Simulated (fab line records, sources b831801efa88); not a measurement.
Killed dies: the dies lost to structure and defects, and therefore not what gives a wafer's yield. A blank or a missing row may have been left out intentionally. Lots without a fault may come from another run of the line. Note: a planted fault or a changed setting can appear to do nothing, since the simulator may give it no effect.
Lot-split experiment + flow sfq-line + 5 lots, 23 wafers read, on a route of 325 steps

== ON THE SPLIT ==
At SFQ_TRILAYER_M0_ETCH_METAL_ETCH_024 (etches Nb in Cl2/Ar, stops on SiO2, target depth 240 nm, time 120 s), the setting time-s was moved away from the recipe's 120 s on 7 of the 23 wafers read, by -13.3% to +5.4%. The other wafers ran this setting at the recipe's value.

The reading is taken at the split's own step.

== THE READING ==
oes-product-au, in a.u., at SFQ_TRILAYER_M0_ETCH_METAL_ETCH_024 (etches Nb in Cl2/Ar, stops on SiO2, target depth 240 nm, time 120 s). Typical for fault-free wafers on this fab line: 0.876 a.u., with standard deviation 0.0056 a.u.

| wafer  | tool, chamber at the split | time-s as run, s | against the recipe | oes-product-au, a.u. | against lot-mates on the recipe |
|--------|----------------------------|------------------|--------------------|----------------------|---------------------------------|
| L078.1 | rie-metal-03, 0            | 120              | recipe             | 0.881                | -                               |
| L078.2 | rie-metal-03, 1            | 120              | recipe             | 0.875                | -                               |
| L078.3 | rie-metal-03, 1            | 120              | recipe             | 0.871                | -                               |
| L078.5 | rie-metal-03, 1            | 120              | recipe             | 0.867                | -                               |
| L078.6 | rie-metal-03, 0            | 120              | recipe             | 0.871                | -                               |
| L080.3 | rie-metal-01, 1            | 120              | recipe             | 0.876                | -                               |
| L080.4 | rie-metal-01, 0            | 120              | recipe             | 0.881                | -                               |
| L080.5 | rie-metal-01, 1            | 120              | recipe             | 0.881                | -                               |
| L082.1 | rie-metal-03, 1            | 120              | recipe             | 0.868                | -                               |
| L082.2 | rie-metal-03, 0            | 115.3            | -3.9%              | 0.904                | +0.034                          |
| L082.3 | rie-metal-03, 1            | 115.3            | -3.9%              | 0.895                | +0.025                          |
| L082.5 | rie-metal-03, 0            | 120              | recipe             | 0.872                | -                               |
| L082.6 | rie-metal-03, 1            | 115.3            | -3.9%              | 0.890                | +0.020                          |
| L083.1 | rie-metal-04, 0            | 120              | recipe             | 0.874                | -                               |
| L083.3 | rie-metal-04, 0            | 120              | recipe             | 0.884                | -                               |
| L083.4 | rie-metal-04, 1            | 126.5            | +5.4%              | 0.877                | -0.003                          |
| L083.5 | rie-metal-04, 0            | 120              | recipe             | 0.883                | -                               |
| L083.6 | rie-metal-04, 1            | 126.5            | +5.4%              | 0.870                | -0.010                          |
| L084.1 | rie-metal-04, 1            | 120              | recipe             | 0.874                | -                               |
| L084.2 | rie-metal-04, 0            | 120              | recipe             | 0.874                | -                               |
| L084.3 | rie-metal-04, 0            | 104.1            | -13.3%             | 0.949                | +0.074                          |
| L084.4 | rie-metal-04, 1            | 104.1            | -13.3%             | 0.948                | +0.073                          |
| L084.6 | rie-metal-04, 0            | 120              | recipe             | 0.876                | -                               |

THE FIT
A straight line over all 23 wafers: oes-product-au changes by -0.00463 a.u. for each +1% of time-s; r = -0.92; the points scatter about the line by 0.0088 a.u.
The same after taking each lot's own level away (the mean of its wafers on the recipe; 23 wafers): -0.00493 a.u. for each +1%; r = -0.95; scatter 0.0074 a.u.
According to that fit, moving time-s by its largest amount changes the reading by 0.065 a.u.
From 0.8700 to 0.8803 a.u.: that is the span of the lots' own levels, equal to 1.8 times the standard deviation above.
The two slopes agree, so the slope changes little with the lot-to-lot level.
Check: for one of the wafers moved furthest among these (-13.3%), held out of the fit, the line's prediction against its lot-mates is +0.0652 a.u. It came out at +0.0743 a.u. against them.
Tool readings at the split's step, against how far the setting was moved: oes-product-au r = -0.92.

== OTHER SPLITS APPLIED TO THESE WAFERS ==
These wafers also went through other splits before the reading. Each is held against what the fit with the lots' levels taken away leaves over:
| other split on the same wafers                    | wafers away from the commonest value | r with oes-product-au (lot level and that fit taken away) |
|---------------------------------------------------|--------------------------------------|-----------------------------------------------------------|
| SFQ_TRILAYER_INCOMING_OXIDATION_002 ox-time-s     | 15                                   | -0.13                                                     |
| SFQ_TRILAYER_L0_VIA_LITHO_COAT_018 spin-rpm       | 10                                   | -0.17                                                     |
| SFQ_TRILAYER_L0_VIA_BARC_OPEN_VIA_ETCH_021 time-s | 4                                    | -0.06                                                     |
| SFQ_TRILAYER_M0_LITHO_PEB_024 peb-time-s          | 8                                    | -0.22                                                     |

== THE WHOLE CHAIN: every reading that the file lists as answering this split, in the file's order ==
| step                                | what it does                                                        | reading                                                                                   | change (the file's fit)                   | r (the file's) |
|-------------------------------------|---------------------------------------------------------------------|-------------------------------------------------------------------------------------------|-------------------------------------------|----------------|
| SFQ_TRILAYER_M0_ETCH_METAL_ETCH_024 | etches Nb in Cl2/Ar, stops on SiO2, target depth 240 nm, time 120 s | oes-product-au                                                                            | -0.00509 a.u. for each +1% of the setting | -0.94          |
| SFQ_TRILAYER_M0_ETCH_METAL_ETCH_024 | etches Nb in Cl2/Ar, stops on SiO2, target depth 240 nm, time 120 s | KrF_of_TRILAYER_M0_LITHO_COAT_021.thk-nm (the simulator's own value, which no gauge read) | -1.38 nm for each +1% of the setting      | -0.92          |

== FILE'S OWN FIT ==
oes-product-au changes by -0.00509 a.u. for each +1% of time-s, r = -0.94.
